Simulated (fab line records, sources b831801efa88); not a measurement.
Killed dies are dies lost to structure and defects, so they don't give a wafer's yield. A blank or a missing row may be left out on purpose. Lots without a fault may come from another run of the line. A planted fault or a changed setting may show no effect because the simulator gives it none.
fab line records | flow sky130
record lots=6 wafers=18 last_day=50
route steps=708 shown VIA1@473 METAL2@483 PAD_OPEN@708
lots that met no fault: from a run of the same line without faults
start_h: hours from the record's first day to the start of the lot's first wafer shown | wait_h: hours since the lot's step before | " the same as in the row above | L1.1+2: a row that stands for several wafers | - no value, or no start given | * or withheld: withheld | < > ~ a bound
route shown NAME@n: a module of which the file shows steps, and the number in the route of the first | usual: mean/standard deviation of fault-free wafers | same: alike in all rows | chamber/n: place in a boat | sites: the reading at each site | _std_site: their standard deviation | _edge_site: outer sites' mean less inner sites' | radius_mm: how far each site lies from the wafer's centre | mask NAME#n: copy n | behind: the tool/chamber that last shaped the wafer | hold: why the lot was held/for how many hours/how that ended | device: the transistor (n, p or np) that didn't switch | end of line: the same wafers' tests at the end of the route | a step without rows: its recipe alone | killed: dies lost to structure and defects at the first sort, not the wafer's yield | map: a wafer's dies, x killed, . not, _ none there
set.NAME: the setting as run; set.NAME@STEP: as run at that earlier step | model.NAME: the simulator's own value behind a step, which no gauge read
lots at some steps of the route; a table a step, a row a wafer
services: from which hour (start_h, from the record's first day; less than 0 if before it) a tool's chamber was out of use, for how many hours, and why
## steps
# step SKY_VIA1_ETCH_15
# recipe target=SiO2 chemistry=C4F8/O2/Ar target_depth_nm=351 stop_on=TiN mask_material=KrF-thick source_w=1500 bias_w=1200 pressure_mtorr=40 c4f8_flow_sccm=withheld O2_flow_sccm=6 Ar_flow_sccm=300 time_s=54
# usual oes_product_au=0.979/0.0063
# columns lot.wafer tool chamber start_h wait_h oes_product_au rf_hours_counter_h
L779.1 rie_diel-04 0 837.27 0.0 0.989 7
L779.4 " 1 " " 0.964 11
L779.6 " 2 " " 0.986 -
L781.1 rie_diel-03 3 837.86 0.0 0.988 17
L781.3 " 0 " " 0.979 24
L781.6 " 2 " " 0.982 -
L787.2 rie_diel-03 0 893.69 0.0 0.988 1
L787.3 " 2 " " 0.966 16
L787.6 " 2 " " 0.974 -
L789.2 rie_diel-04 1 914.97 0.0 0.977 14
L789.4 " 3 " " 0.979 18
L789.6 " 1 " " 0.974 -
L792.1 rie_diel-01 1 917.27 0.0 0.983 14
L792.3 " 0 " " 0.970 24
L792.4 " 3 " " 0.979 -
L797.1 rie_diel-03 3 947.67 0.0 0.986 21
L797.2 " 2 " " 0.976 17
L797.4 " 0 " " 0.986 2
# step SKY_VIA1_STRIP_16
# recipe chemistry=O2/N2 power_w=1400 pressure_mtorr=1500 platen_temp_c=withheld o2_flow_sccm=3000 n2_flow_sccm=300 overash_fraction=0.5
# usual drypump_motor_current_A=5.73/0.27 n2_flow_sccm=299.9/0.82 oes_product_au=0.416/0.0048 strip_time_to_endpoint_s=4.468/0.025
# columns lot.wafer tool chamber start_h wait_h drypump_motor_current_A n2_flow_sccm oes_product_au rf_hours_counter_h strip_time_to_endpoint_s
L779.1 plasma_asher-01 0 837.32 0.0 5.85 298.9 0.409 41 4.421
L779.4 " 0 " " 5.84 300.4 0.411 - 4.462
L779.6 " 1 " " 5.68 300.9 0.413 - 4.429
L781.1 plasma_asher-01 1 837.91 0.0 5.69 299.7 0.418 41 4.461
L781.3 " 1 " " 5.68 299.3 0.415 - 4.468
L781.6 " 0 " " 5.84 300.0 0.411 - 4.491
L787.2 plasma_asher-03 0 893.73 0.0 6.00 299.3 0.409 75 4.418
L787.3 " 0 " " 5.96 298.1 0.419 - 4.503
L787.6 " 0 " " 6.07 299.1 0.411 - 4.493
L789.2 plasma_asher-03 1 915.01 0.0 5.29 300.4 0.416 76 4.474
L789.4 " 0 " " 6.00 301.2 0.421 - 4.489
L789.6 " 1 " " 5.29 299.3 0.417 - 4.473
L792.1 plasma_asher-01 0 917.31 0.0 5.85 301.3 0.412 49 4.452
L792.3 " 1 " " 5.69 299.0 0.419 - 4.497
L792.4 " 0 " " 5.85 299.7 0.409 - 4.452
L797.1 plasma_asher-01 0 947.72 0.0 5.86 300.2 0.420 52 4.466
L797.2 " 1 " " 5.75 299.6 0.408 52 4.460
L797.4 " 0 " " 5.86 299.9 0.421 - 4.420
# step SKY_VIA1_STRIP_17
# recipe chemistry=post_etch_residue_remover time_s=1200 temp_c=72.5
# step SKY_VIA1_CLEAN_18
# recipe chemistry=IPA time_s=180 temp_c=25
# step SKY_VIA1_CLEAN_19
# recipe chemistry=O3/DIW dry=n2_spin
# step SKY_VIA1_SPUTTER_20
# recipe material=TiN target_thk_nm=20 chamber_pressure_pa=5 power_w=4000 time_s=80
# usual cathode_dc_power_W=3999.9/0.67 throttle_valve_pct=29.9/1
# columns lot.wafer tool chamber start_h wait_h cathode_dc_power_W throttle_valve_pct
L779.1 pvd_sputter-02 - 837.91 0.0 4000.2 31.4
L779.4 " - " " 4000.0 29.9
L779.6 " - " " 3999.8 31.2
L781.1 pvd_sputter-02 - 838.50 0.0 3999.8 31.4
L781.3 " - " " 4000.1 29.5
L781.6 " - " " 3999.1 29.3
L787.2 pvd_sputter-01 - 894.32 0.0 3997.6 29.1
L787.3 " - " " 4000.4 29.2
L787.6 " - " " 3999.9 29.3
L789.2 pvd_sputter-01 - 915.65 0.0 3999.6 29.2
L789.4 " - " " 3999.1 29.3
L789.6 " - " " 4000.4 28.5
L792.1 pvd_sputter-03 - 917.95 0.0 3999.7 31.1
L792.3 " - " " 3999.2 28.5
L792.4 " - " " 3999.7 30.6
L797.1 pvd_sputter-03 - 948.35 0.0 3998.9 30.9
L797.2 " - " " 3999.2 30.6
L797.4 " - " " 4000.3 29.3
# step SKY_VIA1_CVD_21
# recipe material=W target_thk_nm=270 time_s=80.902 temp_c=400 pressure_torr=40
# usual heater_power_w=921/94
# columns lot.wafer tool chamber start_h wait_h heater_power_w
L779.1 cvd_w-01 1 837.98 0.0 778
L779.4 " 0 " " 971
L779.6 " 1 " " 764
L781.1 cvd_w-02 0 838.56 0.0 1041
L781.3 " 1 " " 936
L781.6 " 0 " " 1071
L787.2 cvd_w-01 1 894.39 0.0 777
L787.3 " 1 " " 798
L787.6 " 0 " " 979
L789.2 cvd_w-01 1 915.72 0.0 775
L789.4 " 1 " " 807
L789.6 " 1 " " 803
L792.1 cvd_w-02 0 918.01 0.0 986
L792.3 " 1 " " 876
L792.4 " 0 " " 981
L797.1 cvd_w-01 0 948.41 0.0 944
L797.2 " 1 " " 780
L797.4 " 0 " " 992
# step SKY_VIA1_RS_MEAS_22
# recipe thk_meas_gauge=four-point-probe reads=W_of_VIA1_CVD_21+TiN_of_VIA1_SPUTTER_20
# usual VIA1_W_RS=0.430/0.0047
# columns lot.wafer tool chamber start_h wait_h VIA1_W_RS[ohm/sq]
L779.1 film_metro-01 - 838.07 0.1 0.427
L779.4 " - " " 0.429
L779.6 " - " " 0.423
L781.1 film_metro-01 - 838.66 0.1 0.426
L781.3 " - " " 0.431
L781.6 " - " " 0.429
L787.2 film_metro-04 - 894.50 0.1 0.435
L787.3 " - " " 0.431
L787.6 " - " " 0.428
L789.2 film_metro-01 - 915.83 0.1 0.431
L789.4 " - " " 0.427
L789.6 " - " " 0.433
L792.1 film_metro-01 - 918.11 0.1 0.430
L792.3 " - " " 0.431
L792.4 " - " " 0.427
L797.1 film_metro-01 - 948.50 0.1 0.440
L797.2 " - " " 0.444
L797.4 " - " " 0.437
# step SKY_VIA1_THK_MEAS_23
# recipe thk_meas_gauge=xrf reads=W_of_VIA1_CVD_21
# usual VIA1_W_THK=271/3.2
# columns lot.wafer tool chamber start_h wait_h VIA1_W_THK[nm]
L779.1 film_metro-01 - 838.19 0.1 271
L779.4 " - " " 272
L779.6 " - " " 276
L781.1 film_metro-01 - 838.78 0.1 274
L781.3 " - " " 271
L781.6 " - " " 270
L787.2 film_metro-04 - 894.61 0.1 268
L787.3 " - " " 270
L787.6 " - " " 273
L789.2 film_metro-01 - 915.94 0.1 272
L789.4 " - " " 274
L789.6 " - " " 271
L792.1 film_metro-01 - 918.23 0.1 273
L792.3 " - " " 273
L792.4 " - " " 275
L797.1 film_metro-01 - 948.62 0.1 268
L797.2 " - " " 264
L797.4 " - " " 268
# step SKY_VIA1_CMP_24
# recipe stop_on=SiO2 t_overpolish_s=15 down_force_psi=3.5 platen_rpm=60 target_thk_nm=0 pad_velocity_m_s=0.94248
# step SKY_METAL2_SPUTTER_00
# recipe material=Ti target_thk_nm=15 power_w=3000 time_s=10 chamber_pressure_pa=0.4
# step SKY_METAL2_SPUTTER_01
# recipe material=TiN target_thk_nm=20 power_w=6500 time_s=16.7 chamber_pressure_pa=0.4
# step SKY_METAL2_SPUTTER_02
# recipe material=AlCu target_thk_nm=250 power_w=10600 time_s=13.3 chamber_pressure_pa=0.4
# usual cathode_dc_power_W=10600/2 throttle_valve_pct=30.1/1.2
# columns lot.wafer tool chamber start_h wait_h cathode_dc_power_W throttle_valve_pct model.AlCu_of_METAL2_SPUTTER_02.thk_nm
L779.1 pvd_sputter-04 - 838.60 0.0 10600 32.2 246.5
L779.4 " - " " 10601 30.4 250
L779.6 " - " " 10602 32.2 248.1
L781.1 pvd_sputter-02 - 839.19 0.0 10602 31.3 252.8
L781.3 " - " " 10601 29.7 248.5
L781.6 " - " " 10598 29.9 249
L787.2 pvd_sputter-04 - 895.13 0.0 10604 30.3 187.3
L787.3 " - " " 10602 28.7 183.4
L787.6 " - " " 10600 30.3 188.2
L789.2 pvd_sputter-04 - 917.11 0.0 10600 30.5 185.6
L789.4 " - " " 10601 28.9 184.9
L789.6 " - " " 10600 32.0 183.7
L792.1 pvd_sputter-02 - 918.63 0.0 10602 30.0 249.8
L792.3 " - " " 10599 29.3 249.6
L792.4 " - " " 10600 31.7 254.6
L797.1 pvd_sputter-01 - 950.67 0.0 10598 28.6 251.5
L797.2 " - " " 10603 30.0 250.7
L797.4 " - " " 10601 29.4 250.3
# step SKY_METAL2_SPUTTER_03
# recipe material=Ti target_thk_nm=5 power_w=3000 time_s=3.3 chamber_pressure_pa=0.4
# step SKY_METAL2_SPUTTER_04
# recipe material=TiN target_thk_nm=70 power_w=6500 time_s=58.3 chamber_pressure_pa=0.4
# step SKY_METAL2_RS_MEAS_05
# recipe thk_meas_gauge=four-point-probe reads=TiN_of_METAL2_SPUTTER_04+Ti_of_METAL2_SPUTTER_03+AlCu_of_METAL2_SPUTTER_02+TiN_of_METAL2_SPUTTER_01+Ti_of_METAL2_SPUTTER_00
# usual METAL2_ALCU_RS=0.1269/0.0014
# columns lot.wafer tool chamber start_h wait_h hold METAL2_ALCU_RS[ohm/sq]
L779.1 film_metro-02 - 838.69 0.0 - 0.1281
L779.4 " - " " - 0.1265
L779.6 " - " " - 0.1277
L781.1 film_metro-03 - 839.29 0.0 - 0.1256
L781.3 " - " " - 0.1275
L781.6 " - " " - 0.1271
L787.2 film_metro-03 - 895.24 0.0 await_dispo/0.2h/release 0.1706
L787.3 " - " " await_dispo/0.2h/release 0.1747
L787.6 " - " " await_dispo/0.2h/release 0.1704
L787.2 film_metro-03 - 895.53 0.3 - 0.1708
L787.3 " - " " - 0.1746
L787.6 " - " " - 0.1699
L789.2 film_metro-02 - 917.22 0.0 await_dispo/0.2h/release 0.1725
L789.4 " - " " await_dispo/0.2h/release 0.1733
L789.6 " - " " await_dispo/0.2h/release 0.1742
L789.2 film_metro-02 - 917.51 0.3 - 0.1727
L789.4 " - " " - 0.1733
L789.6 " - " " - 0.1744
L792.1 film_metro-04 - 918.73 0.0 - 0.1267
L792.3 " - " " - 0.1270
L792.4 " - " " - 0.1243
L797.1 film_metro-02 - 950.77 0.0 - 0.1257
L797.2 " - " " - 0.1262
L797.4 " - " " - 0.1263
# step SKY_METAL2_THK_MEAS_06
# recipe thk_meas_gauge=xrf reads=AlCu_of_METAL2_SPUTTER_02
# usual METAL2_ALCU_THK=246.5/2.9
# columns lot.wafer tool chamber start_h wait_h hold METAL2_ALCU_THK[nm]
L779.1 film_metro-02 - 838.81 0.1 - 245.9
L779.4 " - " " - 246.8
L779.6 " - " " - 246.4
L781.1 film_metro-03 - 839.41 0.1 - 250.2
L781.3 " - " " - 246.8
L781.6 " - " " - 245.3
L787.2 film_metro-03 - 900.69 5.1 await_dispo/0.2h/release 186.2
L787.3 " - " " await_dispo/0.2h/release 183.0
L787.6 " - " " await_dispo/0.2h/release 186.4
L787.2 film_metro-03 - 900.92 0.2 - 185.4
L787.3 " - " " - 181.5
L787.6 " - " " - 187.2
L789.2 film_metro-02 - 918.51 1.0 await_dispo/0.2h/release 185.1
L789.4 " - " " await_dispo/0.2h/release 184.6
L789.6 " - " " await_dispo/0.2h/release 184.2
L789.2 film_metro-02 - 918.73 0.2 - 184.0
L789.4 " - " " - 183.5
L789.6 " - " " - 183.1
L792.1 film_metro-04 - 918.85 0.1 - 247.0
L792.3 " - " " - 245.6
L792.4 " - " " - 253.0
L797.1 film_metro-02 - 950.89 0.1 - 247.4
L797.2 " - " " - 250.7
L797.4 " - " " - 247.3
# step SKY_METAL2_HMDS_08
# recipe prime_time_s=60 prime_temp_c=120
# step SKY_METAL2_COAT_09
# recipe resist=BARC temp_c=withheld time_s=withheld spin_rpm=3000 resist_thk_nm=60
# step SKY_METAL2_COAT_10
# recipe resist=KrF-thick spin_rpm=3000 resist_thk_nm=450
# step SKY_METAL2_SOFTBAKE_11
# recipe temp_c=100 time_s=90 resist=KrF-thick
# step SKY_METAL2_EXPOSE_12
# recipe mask_id=MM2 na=0.8 source_shape=annular sigma_inner=0.55 sigma_outer=0.85 target_cd_nm=140 dose_mj=28
# step SKY_METAL2_PEB_13
# recipe peb_temp_c=withheld peb_time_s=withheld resist=KrF-thick
# step SKY_METAL2_DEVELOP_14
# recipe develop_time_s=60 resist=KrF-thick dev_temp_c=20.68
# step SKY_METAL2_CD_MEAS_15
# recipe target_cd_nm=140
# usual cd_nm=140.1/1.8
# columns lot.wafer tool chamber start_h wait_h cd_nm
L779.1 cd_sem-02 - 864.97 - 138.1
L779.4 " - " " 138.0
L779.6 " - " " 136.3
L781.1 cd_sem-01 - 865.48 - 136.5
L781.3 " - " " 137.5
L781.6 " - " " 137.0
L787.2 cd_sem-01 - 920.89 - 139.2
L787.3 " - " " 136.4
L787.6 " - " " 138.7
L789.2 cd_sem-02 - 941.70 - 138.9
L789.4 " - " " 138.0
L789.6 " - " " 137.9
L792.1 cd_sem-01 - 944.23 - 140.2
L792.3 " - " " 140.0
L792.4 " - " " 139.4
L797.1 cd_sem-02 - 974.07 - 141.1
L797.2 " - " " 140.6
L797.4 " - " " 139.9
# step SKY_METAL2_OVL_MEAS_16
# usual METAL2_OVL=-5/5
# columns lot.wafer tool chamber start_h wait_h METAL2_OVL[nm]
L779.1 overlay-02 - 865.09 0.1 -5
L779.4 " - " " -6
L779.6 " - " " -11
L781.1 overlay-02 - 865.60 0.1 -7
L781.3 " - " " -9
L781.6 " - " " -13
L787.2 overlay-02 - 921.00 0.1 1
L787.3 " - " " -10
L787.6 " - " " -3
L789.2 overlay-02 - 941.81 0.1 -9
L789.4 " - " " -10
L789.6 " - " " -8
L792.1 overlay-01 - 944.35 0.1 -10
L792.3 " - " " -5
L792.4 " - " " -5
L797.1 overlay-02 - 974.19 0.1 0
L797.2 " - " " -7
L797.4 " - " " -6
# step SKY_METAL2_DESCUM_17
# recipe chemistry=O2 source_power_w=150 bias_power_w=0 pressure_mtorr=10 temp_c=40 time_s=8
# usual drypump_motor_current_A=5.9/0.38 he_backside_leak_sccm=3.4/0.31 oes_product_au=1.004/0.012
# same bias_power_w=0
# columns lot.wafer tool chamber start_h wait_h drypump_motor_current_A he_backside_leak_sccm oes_product_au rf_hours_counter_h
L779.1 rie_metal-04 0 865.12 0.0 5.3 3.0 0.974 7
L779.4 " 0 " " 5.3 3.1 0.989 -
L779.6 " 1 " " 6.4 3.5 1.009 -
L781.1 rie_metal-04 0 865.64 0.0 5.3 3.2 0.982 7
L781.3 " 0 " " 5.3 3.2 0.984 -
L781.6 " 1 " " 6.4 3.5 1.008 -
L787.2 rie_metal-01 1 921.03 0.0 6.0 3.4 1.006 17
L787.3 " 0 " " 6.3 3.7 1.004 -
L787.6 " 1 " " 6.0 3.3 1.013 -
L789.2 rie_metal-01 0 941.85 0.0 6.3 3.5 1.002 -
L789.4 " 0 " " 6.3 3.5 1.011 -
L789.6 " 0 " " 6.3 3.6 1.000 -
L792.1 rie_metal-01 0 944.39 0.0 6.3 3.4 1.009 14
L792.3 " 0 " " 6.3 3.6 1.008 -
L792.4 " 0 " " 6.3 3.5 1.000 -
L797.1 rie_metal-01 0 974.23 0.0 6.3 3.7 1.002 16
L797.2 " 1 " " 6.0 3.3 1.002 1
L797.4 " 1 " " 6.0 3.2 1.012 -
# step SKY_METAL2_ETCH_18
# recipe chemistry=N2/H2 target=BARC ion_energy_ev=200 bias_w=100 pressure_mtorr=30 n2_flow_sccm=100 h2_flow_sccm=200 icp_w=500 stop_on=SiO2 time_s=45.9 target_depth_a=600
# step SKY_METAL2_METAL_ETCH_19
# recipe target_depth_a=3600 stop_on=SiO2 over_etch_frac=0.3 time_s=78 chemistry=Cl2/BCl3 resist_sidewall_deg=88 pressure_mtorr=10 icp_w=900 bias_w=48.5 Cl2_flow_sccm=60 bcl3_flow_sccm=30
# usual bcl3_flow_sccm=29.99/0.086 drypump_motor_current_A=5.9/0.38 he_backside_leak_sccm=3.4/0.41 oes_product_au=0.854/0.0058 throttle_valve_pct=22.264/0.0091
# same over_etch_frac=0.3
# columns lot.wafer tool chamber start_h wait_h bcl3_flow_sccm drypump_motor_current_A he_backside_leak_sccm oes_product_au rf_hours_counter_h throttle_valve_pct
L779.1 rie_metal-04 0 865.22 0.0 30.05 5.3 3.1 0.847 7 22.280
L779.4 " 0 " " 30.05 5.3 3.2 0.855 - 22.271
L779.6 " 1 " " 29.91 6.3 3.2 0.856 - 22.278
L781.1 rie_metal-04 0 865.73 0.0 29.87 5.3 3.2 0.858 7 22.270
L781.3 " 0 " " 30.06 5.3 3.2 0.854 - 22.268
L781.6 " 1 " " 29.93 6.4 3.6 0.855 - 22.263
L787.2 rie_metal-01 1 921.12 0.0 30.01 6.0 3.4 0.802 17 22.267
L787.3 " 0 " " 30.03 6.3 6.5 0.791 - 22.277
L787.6 " 1 " " 30.10 6.0 3.3 0.799 - 22.266
L789.2 rie_metal-01 0 942.06 0.1 29.91 6.3 3.6 0.795 - 22.269
L789.4 " 0 " " 30.06 6.3 3.6 0.794 - 22.258
L789.6 " 0 " " 30.04 6.3 3.7 0.806 - 22.262
L792.1 rie_metal-01 0 944.58 0.1 29.90 6.3 3.6 0.851 14 22.261
L792.3 " 0 " " 30.15 6.3 3.7 0.855 - 22.275
L792.4 " 0 " " 30.10 6.3 3.6 0.857 - 22.262
L797.1 rie_metal-01 0 974.32 0.0 30.01 6.3 3.7 0.862 16 22.253
L797.2 " 1 " " 29.92 6.0 3.2 0.848 1 22.264
L797.4 " 1 " " 30.07 6.0 3.3 0.859 - 22.258
# step SKY_METAL2_STRIP_20
# recipe chemistry=O2/N2 power_w=1400 pressure_mtorr=1500 platen_temp_c=withheld o2_flow_sccm=3000 n2_flow_sccm=300 overash_fraction=0.5
# step SKY_PAD_OPEN_PROBE_99
# usual defect_limited_yield=83.0/1.8 killed_at_M0_to_M3=42/6.6 killed_at_M4_up=3.0/1.7 killed_at_contacts=24/5.3 killed_at_front_end=15/4.5 killed_at_other=0.2/0.49 killed_dies=83/9 killed_open=45/6.9 killed_short=38/5.8 sort_bin_3_pad_short=0.8/0.4 sort_bin_5_function=10.0/1.5 sort_bin_6_memory=6.1/1.1 sort_n_pass=409/9 sort_yield_pct=83.0/1.8
# same gross_dies=492 killed_at_back_side=0 sort_bin_4_leakage[%]=0 sort_bin_8_speed[%]=0
# columns lot.wafer tool chamber start_h wait_h defect_limited_yield[%] killed_at_M0_to_M3 killed_at_M4_up killed_at_contacts killed_at_front_end killed_at_other killed_dies killed_open killed_short sort_bin_3_pad_short[%] sort_bin_5_function[%] sort_bin_6_memory[%] sort_n_pass sort_yield_pct[%] model.etest.met2.line_ohm_um model.etest.met2.rs_ohm_sq
L779.1 prober-01 - 1116.26 0.1 83.7 32 2 28 18 0 80 53 27 0.6 9.8 5.9 412 83.7 0.9423 0.1296
L779.4 prober-01 - 1116.41 0.2 83.7 43 5 23 9 0 80 43 37 0.4 8.9 6.9 412 83.7 0.9364 0.1297
L779.6 prober-01 - 1116.51 0.2 82.5 40 4 27 14 1 86 38 45 1.6 10.2 5.7 406 82.5 0.9209 0.1287
L781.1 prober-02 - 1116.28 0.1 83.1 27 3 28 25 0 83 42 41 0.4 11.4 5.1 409 83.1 0.944 0.1281
L781.3 prober-02 - 1116.38 0.2 81.5 33 4 31 23 0 91 45 46 0.8 11.4 6.3 401 81.5 0.9532 0.1299
L781.6 prober-02 - 1116.53 0.2 85.4 35 2 23 12 0 72 43 29 0.6 6.5 7.5 420 85.4 0.9189 0.1286
L787.2 prober-01 - 1156.93 0.1 82.1 32 3 37 16 0 88 45 42 0.6 10.2 7.1 404 82.1 1.32 0.1768
L787.3 prober-01 - 1156.98 0.2 82.7 39 3 19 23 1 85 44 40 0.8 9.6 6.9 407 82.7 1.301 0.177
L787.6 prober-01 - 1157.13 0.2 85.4 41 4 24 3 0 72 45 27 0.4 9.3 4.9 420 85.4 1.279 0.1737
L789.2 prober-02 - 1171.13 0.1 80.7 42 6 27 20 0 95 42 53 0.4 12.6 6.3 397 80.7 1.306 0.1772
L789.4 prober-02 - 1171.23 0.2 82.5 36 2 29 19 0 86 42 44 1.0 10.8 5.7 406 82.5 1.248 0.1749
L789.6 prober-02 - 1171.33 0.2 82.5 37 3 23 23 0 86 46 40 0.8 10.2 6.5 406 82.5 1.277 0.1764
L792.1 prober-02 - 1172.65 0.1 82.7 47 4 20 14 0 85 42 43 1.0 11.2 5.1 407 82.7 0.9074 0.1286
L792.3 prober-02 - 1172.75 0.2 84.8 42 4 20 9 0 75 45 30 1.2 8.9 5.1 417 84.8 0.9008 0.1285
L792.4 prober-02 - 1172.80 0.2 80.7 42 3 32 18 0 95 58 37 0.4 13.2 5.7 397 80.7 0.9056 0.1263
L797.1 prober-02 - 1193.10 0.1 82.5 38 1 31 16 0 86 46 40 1.0 9.8 6.7 406 82.5 0.9056 0.1272
L797.2 prober-02 - 1193.15 0.1 84.8 42 1 21 11 0 75 34 41 1.2 8.5 5.5 417 84.8 0.9513 0.1284
L797.4 prober-02 - 1193.25 0.2 82.5 45 3 25 12 1 86 40 46 1.6 9.8 6.1 406 82.5 0.9443 0.1269
# killed by level:class
L779.1 LI_CONTACT:geometric_particle:open=10 VIA1:geometric_particle:open=9 CONTACT:geometric_particle:open=9 VIA2:geometric_particle:open=7 CONTACT:geometric_particle:short=7 FIELD_ISO:geometric_particle:open=6 FIELD_ISO:geometric_particle:short=4 SPACER:geometric_particle:open=4
L781.1 LI_CONTACT:geometric_particle:open=7 CONTACT:geometric_particle:open=7 CONTACT:geometric_particle:short=7 VIA3:geometric_particle:open=7 POLY_GATE:geometric_particle:short=5 POLY_GATE:geometric_particle:open=5 VIA2:geometric_particle:open=5 FIELD_ISO:geometric_particle:short=4
L781.3 CONTACT:geometric_particle:open=10 VIA1:geometric_particle:open=9 METAL2:geometric_particle:short=8 LI_CONTACT:geometric_particle:open=7 CONTACT:geometric_particle:short=5 FIELD_ISO:geometric_particle:short=4 VIA2:geometric_particle:open=4 LOCAL_INTERCONNECT:geometric_particle:short=4
L779.4 CONTACT:geometric_particle:open=9 VIA1:geometric_particle:open=8 METAL2:geometric_particle:short=8 VIA2:geometric_particle:open=7 LI_CONTACT:geometric_particle:open=6 VIA3:geometric_particle:open=4 LOCAL_INTERCONNECT:geometric_particle:short=4 CONTACT:geometric_particle:short=4
L779.6 LI_CONTACT:geometric_particle:open=8 METAL2:geometric_particle:short=8 CONTACT:geometric_particle:open=7 VIA1:geometric_particle:open=7 VIA2:geometric_particle:open=6 VIA3:geometric_particle:short=5 LOCAL_INTERCONNECT:geometric_particle:short=4 LI_CONTACT:geometric_particle:short=4
L781.6 CONTACT:geometric_particle:open=9 VIA2:geometric_particle:open=8 VIA1:geometric_particle:open=8 LOCAL_INTERCONNECT:geometric_particle:short=6 FIELD_ISO:geometric_particle:open=5 VIA3:geometric_particle:open=5 LI_CONTACT:geometric_particle:open=4 METAL1:geometric_particle:short=4
L787.2 LI_CONTACT:geometric_particle:open=10 CONTACT:geometric_particle:open=9 CONTACT:geometric_particle:short=7 VIA2:geometric_particle:open=7 POLY_GATE:geometric_particle:short=6 LOCAL_INTERCONNECT:geometric_particle:short=6 METAL2:geometric_particle:short=6 VIA1:geometric_particle:open=5
L787.3 VIA1:geometric_particle:open=8 LI_CONTACT:geometric_particle:open=7 CONTACT:geometric_particle:open=7 VIA2:geometric_particle:open=6 METAL3:geometric_particle:short=6 POLY_GATE:geometric_particle:short=5 POLY_GATE:geometric_particle:open=5 FIELD_ISO:geometric_particle:short=4
L787.6 CONTACT:geometric_particle:open=14 VIA1:geometric_particle:open=11 VIA2:geometric_particle:open=7 METAL1:geometric_particle:short=6 VIA1:geometric_particle:short=5 CONTACT:geometric_particle:short=4 LI_CONTACT:geometric_particle:open=3 METAL3:geometric_particle:short=3
L789.2 VIA2:geometric_particle:open=10 CONTACT:geometric_particle:open=8 CONTACT:geometric_particle:short=8 METAL1:geometric_particle:short=8 METAL2:geometric_particle:short=8 POLY_GATE:geometric_particle:short=6 LI_CONTACT:geometric_particle:open=6 VIA1:geometric_particle:open=6
L789.4 CONTACT:geometric_particle:open=10 VIA1:geometric_particle:open=9 LOCAL_INTERCONNECT:geometric_particle:short=7 FIELD_ISO:geometric_particle:short=6 LI_CONTACT:geometric_particle:open=5 METAL2:geometric_particle:short=5 CONTACT:geometric_particle:short=4 METAL1:geometric_particle:short=4
L789.6 VIA2:geometric_particle:open=10 FIELD_ISO:geometric_particle:short=7 LI_CONTACT:geometric_particle:open=7 VIA1:geometric_particle:open=7 METAL2:geometric_particle:short=6 CONTACT:geometric_particle:short=5 POLY_GATE:geometric_particle:short=4 SPACER:geometric_particle:short=4
L792.1 VIA1:geometric_particle:open=10 METAL2:geometric_particle:short=8 VIA2:geometric_particle:open=7 LI_CONTACT:geometric_particle:open=6 LOCAL_INTERCONNECT:geometric_particle:short=5 VIA1:geometric_particle:short=5 POLY_GATE:geometric_particle:short=4 CONTACT:geometric_particle:open=4
L792.3 LI_CONTACT:geometric_particle:open=8 CONTACT:geometric_particle:open=8 VIA1:geometric_particle:open=8 VIA2:geometric_particle:open=5 VIA3:geometric_particle:open=5 METAL1:geometric_particle:short=4 METAL2:geometric_particle:short=4 FIELD_ISO:geometric_particle:short=3
L792.4 CONTACT:geometric_particle:open=11 VIA1:geometric_particle:open=10 VIA2:geometric_particle:open=10 LI_CONTACT:geometric_particle:open=8 FIELD_ISO:geometric_particle:short=5 LOCAL_INTERCONNECT:geometric_particle:short=5 FIELD_ISO:geometric_particle:open=4 LI_CONTACT:geometric_particle:short=4
L797.1 LI_CONTACT:geometric_particle:open=10 CONTACT:geometric_particle:open=8 LI_CONTACT:geometric_particle:short=7 VIA1:geometric_particle:open=7 FIELD_ISO:geometric_particle:short=6 METAL2:geometric_particle:short=6 FIELD_ISO:geometric_particle:open=5 VIA1:geometric_particle:short=5
L797.2 VIA1:geometric_particle:open=9 METAL2:geometric_particle:short=8 LI_CONTACT:geometric_particle:open=7 FIELD_ISO:geometric_particle:short=5 VIA2:geometric_particle:short=5 LOCAL_INTERCONNECT:geometric_particle:short=4 CONTACT:geometric_particle:short=4 CONTACT:geometric_particle:open=4
L797.4 METAL1:geometric_particle:short=9 VIA3:geometric_particle:open=9 LI_CONTACT:geometric_particle:open=7 VIA1:geometric_particle:open=7 CONTACT:geometric_particle:short=6 CONTACT:geometric_particle:open=5 VIA1:geometric_particle:short=5 LOCAL_INTERCONNECT:geometric_particle:short=4
## services
# columns tool chamber start_h hours kind
cvd_w-02 1 815.71 7.3 repair
rie_diel-01 0 818.67 2.6 repair
rie_diel-03 0 819.31 15.5 repair
rie_diel-04 3 822.01 6.1 repair
pvd_sputter-01 - 824.39 1.0 repair
rie_metal-04 - 829.42 0.5 repair
rie_diel-01 - 834.74 72.6 repair
rie_diel-03 2 841.98 2.6 repair
pvd_sputter-04 - 845.72 6.7 repair
rie_diel-01 2 855.89 3.1 repair
rie_diel-04 1 856.35 3.8 repair
cvd_w-02 1 858.18 2.2 repair
plasma_asher-01 - 875.50 1.4 repair
rie_diel-04 0 876.09 16.5 repair
rie_diel-01 2 882.26 4.1 repair
cvd_w-02 - 904.00 14.0 pm
pvd_sputter-02 - 908.35 4.1 repair
rie_diel-03 - 908.44 2.8 pm
rie_diel-04 1 908.80 3.2 repair
rie_diel-03 - 933.19 0.7 repair
plasma_asher-03 - 949.01 3.4 repair
rie_diel-04 2 952.31 4.3 repair
pvd_sputter-03 - 962.79 1.5 repair
pvd_sputter-03 - 968.51 6.8 repair
## key
first_sign step=SKY_METAL2_RS_MEAS_05 reading=visit direction=added
effect step=SKY_METAL2_RS_MEAS_05 reading=METAL2_ALCU_RS direction=up sigmas=33 usual=0.1269 struck=0.1726
effect step=SKY_METAL2_THK_MEAS_06 reading=visit direction=added
effect step=SKY_METAL2_THK_MEAS_06 reading=METAL2_ALCU_THK direction=down sigmas=21 usual=246.5 struck=184.9
effect step=SKY_METAL2_METAL_ETCH_19 reading=oes_product_au direction=down sigmas=9.7 usual=0.854 struck=0.798
model_effect step=SKY_METAL2_SPUTTER_02 value=AlCu_of_METAL2_SPUTTER_02.thk_nm without=249.5 struck=185.5
model_effect step=SKY_PAD_OPEN_PROBE_99 value=etest.met2.line_ohm_um without=0.9464 struck=1.288
met_at SKY_METAL2_SPUTTER_02
struck_wafers L787.2,L787.3,L787.6,L789.2,L789.4,L789.6
onset_between 838.60 895.13
also_fits SKY_VIA1_STRIP_16:plasma_asher-03,SKY_VIA1_SPUTTER_20:pvd_sputter-01
fault kind=process_parameter_drift tool=pvd_sputter-04 chamber=- onset_h=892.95 steps=SKY_METAL2_SPUTTER_02 channel=target_thk_nm offset=-64.013 shape=step end_h=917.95 acts_in=these_recipes_only stated=250
